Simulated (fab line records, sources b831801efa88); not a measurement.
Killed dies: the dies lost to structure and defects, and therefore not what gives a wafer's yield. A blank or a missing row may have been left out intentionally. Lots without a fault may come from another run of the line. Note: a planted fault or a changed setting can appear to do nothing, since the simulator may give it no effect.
Which tool did it? | flow gf180mcu | Sampling: 6 lots, 18 wafers, 3 of 602 route steps

== WHAT EACH GAUGE READ, for each wafer ==
GF_PSD_RS_MEAS_14: uses a four-point probe to measure.
lot  | measured     | on            | NSD_RS (ohm/sq)
L407 | day 14 19:47 | film-metro-03 | 46.00 46.03 46.13
L410 | day 15 21:11 | film-metro-01 | 46.10 46.12 46.06
L415 | day 17 23:42 | film-metro-03 | 45.99 45.99 45.86
L418 | day 18 19:29 | film-metro-01 | 42.39 42.39 42.39
L423 | day 20 11:04 | film-metro-01 | 46.10 46.05 45.98
L427 | day 21 19:37 | film-metro-01 | 46.15 46.05 45.97

== WHICH TOOL RAN EACH LOT (tool, then ch and the chambers of the sampled wafers, then the start) ==
lot  | GF_NSD_STRIP_11                      | GF_PSD_RTA_13
L407 | plasma-asher-04 ch 0,1, day 13 22:11 | rtp-anneal-01 ch 0, day 14 19:43
L410 | plasma-asher-01 ch 0,1, day 14 23:05 | rtp-anneal-02 ch 0, day 15 21:06
L415 | plasma-asher-03 ch 0, day 16 23:53   | rtp-anneal-01 ch 0, day 17 23:37
L418 | plasma-asher-01 ch 0,1, day 17 19:14 | rtp-anneal-02 ch 0, day 18 19:23
L423 | plasma-asher-01 ch 0,1, day 19 10:32 | rtp-anneal-01 ch 0, day 20 10:59
L427 | plasma-asher-01 ch 0,1, day 20 19:35 | rtp-anneal-02 ch 0, day 21 19:31
- GF_NSD_STRIP_11: strips in O2/N2.
- GF_PSD_RTA_13: time 20 s.

== THE ANSWER, worked out from the rows above alone ==
Rule: the usual values come from the lots themselves. Put in order of their means at a reading, lots are off if they are a third of the lots or fewer, leave a main group of 4 or more, and stand apart from it by a gap of 3 or more times the standard deviation of the main group's means; of several such gaps the widest counts. The tables above print the reading to a certain number of digits; a main group whose means all agree to those digits is not used. A lot without any number at a reading at which 4 lots or more have one is off too. Any other lot the step has rows for is counted as sound.
Off: at GF_PSD_RS_MEAS_14 (NSD_RS), L418. Mean 46.04 ohm/sq and standard deviation 0.049 in the main group.
A tool fits if, at a process step before that reading, it ran every lot that is off, and no sound lot after the first of them. The gauges at GF_PSD_RS_MEAS_14 are tried like those tools. Of those tried, none fits.

== WHAT WAS PUT IN BY THE SIMULATOR ==
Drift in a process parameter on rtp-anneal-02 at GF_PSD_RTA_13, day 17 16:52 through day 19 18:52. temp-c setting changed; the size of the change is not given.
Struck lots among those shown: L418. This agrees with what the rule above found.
